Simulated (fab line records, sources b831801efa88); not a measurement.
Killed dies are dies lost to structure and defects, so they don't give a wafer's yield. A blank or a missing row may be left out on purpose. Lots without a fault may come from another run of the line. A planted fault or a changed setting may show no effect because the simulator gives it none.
fab line records | flow sky130 | part 2 of 2: steps 36 to 44 of 44
record lots=5 wafers=15 last_day=50
route steps=708 shown GATE_OXIDE@195 POLY_GATE@204 RES_PROTECT@206 LDD_N@237
lots that met no fault: from a run of the same line without faults
start_h: hours from the record's first day to the start of the lot's first wafer shown | wait_h: hours since the lot's step before | " the same as in the row above | L1.1+2: a row that stands for several wafers | - no value, or no start given | * or withheld: withheld | < > ~ a bound
route shown NAME@n: a module of which the file shows steps, and the number in the route of the first | usual: mean/standard deviation of fault-free wafers | same: alike in all rows | chamber/n: place in a boat | sites: the reading at each site | _std_site: their standard deviation | _edge_site: outer sites' mean less inner sites' | radius_mm: how far each site lies from the wafer's centre | mask NAME#n: copy n | behind: the tool/chamber that last shaped the wafer | hold: why the lot was held/for how many hours/how that ended | device: the transistor (n, p or np) that didn't switch | end of line: the same wafers' tests at the end of the route | a step without rows: its recipe alone | killed: dies lost to structure and defects at the first sort, not the wafer's yield | map: a wafer's dies, x killed, . not, _ none there
set.NAME: the setting as run; set.NAME@STEP: as run at that earlier step | model.NAME: the simulator's own value behind a step, which no gauge read
lots at some steps of the route; a table a step, a row a wafer
services: from which hour (start_h, from the record's first day; less than 0 if before it) a tool's chamber was out of use, for how many hours, and why
## steps
# step SKY_POLY_GATE_ETCH_16
# recipe stop_on=poly-Si chemistry=CH3F/O2 target=Si3N4 source_w=400 bias_w=80 pressure_mtorr=25 ch3f_flow_sccm=40 O2_flow_sccm=30 time_s=147.5 target_depth_a=750
# usual O2_flow_sccm=30.01/0.094 drypump_motor_current_A=5.8/0.39 oes_product_au=0.642/0.0054 throttle_valve_pct=10.535/0.0088
# columns lot.wafer tool chamber start_h wait_h O2_flow_sccm drypump_motor_current_A oes_product_au rf_hours_counter_h throttle_valve_pct
L075.2 rie_diel-03 1 377.86 0.0 30.03 6.3 0.642 99 10.536
L075.3 " 0 " " 30.10 5.7 0.638 111 10.532
L075.6 " 3 " " 30.08 5.8 0.630 - 10.548
L079.3 rie_diel-01 0 431.31 0.0 30.01 6.6 0.646 27 10.528
L079.4 " 1 " " 29.89 6.0 0.634 46 10.514
L079.5 " 1 " " 29.93 6.0 0.638 - 10.533
L080.2 rie_diel-04 2 432.30 0.0 30.01 6.3 0.643 6 10.534
L080.5 " 0 " " 29.97 5.6 0.638 - 10.530
L080.6 " 3 " " 29.94 5.5 0.638 - 10.539
L089.2 rie_diel-03 3 491.40 0.0 29.92 5.8 0.648 9 10.546
L089.4 " 0 " " 29.90 5.7 0.645 2 10.543
L089.6 " 3 " " 30.10 5.8 0.641 - 10.535
L097.2 rie_diel-03 0 553.50 0.0 29.91 5.7 0.645 3 10.528
L097.4 " 1 " " 29.96 6.3 0.648 1 10.528
L097.6 " 0 " " 30.10 5.7 0.646 - 10.521
# step SKY_POLY_GATE_ETCH_17
# recipe target_depth_nm=180 stop_on=SiO2 over_etch_frac=0.56667 chemistry=HBr/Cl2 target=poly-Si icp_w=400 bias_w=100 pressure_mtorr=10 HBr_flow_sccm=150 Cl2_flow_sccm=50 time_s=70.5
# usual drypump_motor_current_A=5.8/0.67 mfc_cl2_sccm=50.00/0.15 oes_product_au=0.984/0.01 throttle_valve_pct=33.683/0.0088
# columns lot.wafer tool chamber start_h wait_h drypump_motor_current_A mfc_cl2_sccm oes_product_au rf_hours_counter_h throttle_valve_pct
L075.2 rie_si-02 3 377.96 0.0 6.3 49.86 0.958 69 33.677
L075.3 " 0 " " 6.2 50.26 0.982 5 33.680
L075.6 " 1 " " 4.9 49.96 0.982 - 33.680
L079.3 rie_si-02 2 431.41 0.0 4.8 49.99 0.985 69 33.670
L079.4 " 1 " " 4.9 50.04 0.981 1 33.683
L079.5 " 3 " " 6.2 50.19 0.958 - 33.705
L080.2 rie_si-02 2 432.40 0.0 4.8 50.03 0.989 69 33.672
L080.5 " 1 " " 4.9 50.14 0.984 - 33.673
L080.6 " 2 " " 4.8 50.18 0.992 - 33.682
L089.2 rie_si-02 3 491.50 0.0 6.2 49.80 0.984 0 33.693
L089.4 " 0 " " 6.3 50.05 0.985 - 33.683
L089.6 " 1 " " 4.9 49.98 0.971 - 33.672
L097.2 rie_si-01 0 553.60 0.0 5.8 50.04 0.990 2 33.703
L097.4 " 1 " " 6.8 50.08 0.979 - 33.676
L097.6 " 2 " " 5.6 49.92 0.979 - 33.697
# step SKY_POLY_GATE_STRIP_18
# recipe chemistry=O2/N2 power_w=1400 pressure_mtorr=1500 platen_temp_c=withheld o2_flow_sccm=3000 n2_flow_sccm=300 overash_fraction=0.5
# usual drypump_motor_current_A=5.77/0.26 oes_product_au=0.361/0.0047 strip_time_to_endpoint_s=3.17/0.055
# columns lot.wafer tool chamber start_h wait_h drypump_motor_current_A oes_product_au rf_hours_counter_h strip_time_to_endpoint_s
L075.2 plasma_asher-03 1 378.01 0.0 5.79 0.366 67 3.17
L075.3 " 1 " " 5.79 0.363 - 3.22
L075.6 " 0 " " 6.12 0.363 - 3.17
L079.3 plasma_asher-01 0 431.50 0.1 5.94 0.366 - 3.16
L079.4 " 1 " " 5.31 0.357 - 3.17
L079.5 " 0 " " 5.97 0.364 - 3.25
L080.2 plasma_asher-02 1 432.46 0.0 5.68 0.365 0 3.10
L080.5 " 0 " " 5.62 0.355 - 3.11
L080.6 " 1 " " 5.67 0.358 - 3.07
L089.2 plasma_asher-02 0 491.56 0.0 5.64 0.359 7 3.13
L089.4 " 1 " " 5.67 0.359 - 3.15
L089.6 " 0 " " 5.63 0.353 - 3.13
L097.2 plasma_asher-03 0 553.66 0.0 6.13 0.353 86 3.12
L097.4 " 0 " " 6.15 0.361 - 3.07
L097.6 " 1 " " 5.77 0.362 - 3.14
# step SKY_POLY_GATE_CLEAN_19
# recipe chemistry=SC1/SC2 mix=1:4:20 temp_c=70 time_s=150 dry=n2_spin
# columns lot.wafer tool chamber start_h wait_h
L075.2+3+6 wet_bench-01 0 378.11 0.1
L079.3+4+5 wet_bench-01 0 431.57 0.0
L080.2+5+6 wet_bench-01 3 432.56 0.1
L089.2+4+6 wet_bench-03 1 491.66 0.1
L097.2+4+6 wet_bench-02 1 553.76 0.1
# step SKY_POLY_GATE_OXIDATION_20
# recipe temp_c=850 ambient=O2 stabilise_s=600 purge_s=300 target_thk_a=40 ox_time_s=899
# usual tube_center_temp_C=850/0.078 tube_center_temp_C_max=852.2/0.38
# columns lot.wafer tool chamber start_h wait_h tube_center_temp_C tube_center_temp_C_max
L075.2 furnace-02 0 378.57 0.4 850.08 852.0
L075.3 " 0 " " 850 852.6
L075.6 " 0 " " 849.99 852.1
L079.3 furnace-01 0 431.72 0.1 849.99 852.1
L079.4 " 0 " " 850.15 852.3
L079.5 " 0 " " 849.89 852.6
L080.2 furnace-02 0 433.03 0.4 849.89 852.0
L080.5 " 0 " " 849.99 852.2
L080.6 " 0 " " 849.96 852.4
L089.2 furnace-02 0 491.77 0.0 849.96 852.1
L089.4 " 0 " " 849.98 852.3
L089.6 " 0 " " 849.89 852.1
L097.2 furnace-01 0 554.79 1.0 849.92 852.3
L097.4 " 0 " " 849.95 852.4
L097.6 " 0 " " 849.98 852.5
# step SKY_POLY_GATE_THK_MEAS_21
# recipe reads=SiO2_of_POLY_GATE_OXIDATION_20
# usual POLY_GATE_OXIDATION_THK=4.01/0.088
# columns lot.wafer tool chamber start_h wait_h POLY_GATE_OXIDATION_THK[nm]
L075.2 film_metro-01 - 379.83 0.0 3.96
L075.3 " - " " 3.87
L075.6 " - " " 3.87
L079.3 film_metro-01 - 432.99 0.0 3.89
L079.4 " - " " 4.03
L079.5 " - " " 3.89
L080.2 film_metro-04 - 434.29 0.0 4.16
L080.5 " - " " 4.05
L080.6 " - " " 4.06
L089.2 film_metro-04 - 493.03 0.0 4.16
L089.4 " - " " 4.13
L089.6 " - " " 4.12
L097.2 film_metro-04 - 556.05 0.0 4.13
L097.4 " - " " 4.14
L097.6 " - " " 4.16
# step SKY_POLY_GATE_CD_MEAS_22
# usual cd_nm=151/3.3
# columns lot.wafer tool chamber start_h wait_h cd_nm
L075.2 cd_sem-01 - 379.91 0.1 151
L075.3 " - " " 152
L075.6 " - " " 147
L079.3 cd_sem-01 - 433.10 0.1 153
L079.4 " - " " 152
L079.5 " - " " 149
L080.2 cd_sem-01 - 434.36 0.1 155
L080.5 " - " " 155
L080.6 " - " " 150
L089.2 cd_sem-01 - 493.10 0.1 143
L089.4 " - " " 148
L089.6 " - " " 148
L097.2 cd_sem-02 - 556.13 0.1 151
L097.4 " - " " 148
L097.6 " - " " 150
# step SKY_LDD_N_DEHYDRATE_00
# recipe temp_c=200 time_s=60
# columns lot.wafer tool chamber start_h wait_h
L075.2+3+6 litho_track-01 0 393.93 14.0
L079.3+4+5 litho_track-02 0 448.92 15.8
L080.2+5+6 litho_track-04 0 449.94 15.5
L089.2+4+6 litho_track-02 0 504.55 11.4
L097.2+4+6 litho_track-04 0 572.54 16.4
# step SKY_LDD_N_HMDS_01
# recipe prime_time_s=60 prime_temp_c=120
# columns lot.wafer tool chamber start_h wait_h
L075.2+3+6 litho_track-01 0 394.08 0.1
L079.3+4+5 litho_track-02 0 449.07 0.1
L080.2+5+6 litho_track-04 0 450.09 0.1
L089.2+4+6 litho_track-02 0 504.70 0.1
L097.2+4+6 litho_track-04 0 572.69 0.1
## services
# columns tool chamber start_h hours kind
furnace-01 - 294.68 60.9 repair
furnace-02 - 332.07 3.5 pm
plasma_asher-03 - 339.92 1.3 repair
implanter-04 - 349.35 1.7 repair
furnace-02 - 350.83 3.3 pm
implanter-04 - 374.71 3.6 pm
plasma_asher-02 - 376.96 10.0 repair
plasma_asher-03 - 387.40 5.2 repair
furnace-01 - 405.08 3.2 pm
furnace-01 - 414.98 4.3 pm
plasma_asher-02 - 421.25 9.0 pm
implanter-04 - 432.24 45.5 pm
rie_si-02 - 463.22 0.3 repair
plasma_asher-03 - 464.08 0.7 repair
rie_si-02 2 475.87 10.0 repair
rie_diel-03 0 478.36 5.5 repair
lpcvd-02 - 483.86 1.3 repair
furnace-02 - 487.93 3.8 pm
rie_diel-03 2 493.57 4.8 repair
furnace-01 - 501.91 4.8 pm
lpcvd-01 - 517.49 1.0 repair
plasma_asher-02 - 528.69 2.5 repair
rie_diel-03 2 542.87 4.1 repair
plasma_asher-02 - 542.97 0.3 repair
